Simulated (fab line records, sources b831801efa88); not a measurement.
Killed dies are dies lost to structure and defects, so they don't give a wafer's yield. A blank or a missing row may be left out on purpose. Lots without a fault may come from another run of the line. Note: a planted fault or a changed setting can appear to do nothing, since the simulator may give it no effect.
Matching of chambers	flow gf180mcu	4 sister chambers for GF_SAB_ETCH_11 on rie_diel-01
The step etches SiO2 in C4F8/O2/Ar, target depth 55 nm, time 8.5 s. 18 wafers are shown with their chamber, then 9 later ones without.

== WAFERS WITH THEIR CHAMBER ==
wafer	chamber	rf_fwd_power_W (W)	oes_product_au (a.u.)
L075.1	3	1463	0.990
L075.2	1	1476	1.003
L075.3	0	1464	0.986
L077.2	2	1474	0.990
L077.3	1	1471	0.997
L077.5	2	1479	0.984
L078.1	3	1458	0.997
L078.3	1	1464	1.000
L078.4	2	1473	0.982
L082.1	3	1461	1.000
L082.4	0	1470	1.004
L082.5	2	1472	0.987
L085.2	1	1468	1.003
L085.4	2	1476	0.998
L085.5	0	1460	1.008
L086.1	1	1471	1.006
L086.2	2	1474	0.987
L086.6	1	1467	0.993

SIGNATURES (means of the wafers above)
reading	chamber 0	chamber 1	chamber 2	chamber 3	scatter within a chamber
rf_fwd_power_W	1464.67	1469.50	1474.67	1460.67	3.59
oes_product_au	0.99933	1.00033	0.98800	0.99567	0.00653
Rule: for each reading, subtract the chamber's mean from the wafer's reading, divide by that reading's scatter and square the result; add these up over the readings and take the root, which gives the wafer's distance from the chamber. If the next closest chamber is less than 2 further off than the closest, the wafer can't be placed; otherwise it belongs to the closest. The scatter is the square root of a quotient: the sum, over the shown wafers, of each reading's squared deviation from its chamber's mean, divided by wafers minus chambers.

== WAFERS MISSING THEIR CHAMBER ==
wafer	rf_fwd_power_W (W)	oes_product_au (a.u.)
L091.1	1471	1.009
L091.3	1476	0.984
L091.6	1471	1.014
L092.1	1467	1.011
L092.4	1466	1.004
L092.5	1460	1.000
L093.2	1478	0.996
L093.3	1465	0.990
L093.4	1471	1.002

== EACH ONE'S CHAMBER ==
wafer	from the rows above	in truth
L091.1	can't be placed: 1 or 0 or 2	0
L091.3	2	2
L091.6	can't be placed: 1 or 0 or 3 or 2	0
L092.1	can't be placed: 1 or 0 or 3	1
L092.4	can't be placed: 0 or 1 or 3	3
L092.5	can't be placed: 3 or 0 or 1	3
L093.2	can't be placed: 2 or 1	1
L093.3	can't be placed: 0 or 3 or 1 or 2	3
L093.4	can't be placed: 1 or 0 or 2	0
1 of 9 placed correctly. Not placeable from these rows: 8 (in 8, the candidates include the true chamber). Number placed wrongly: 0.
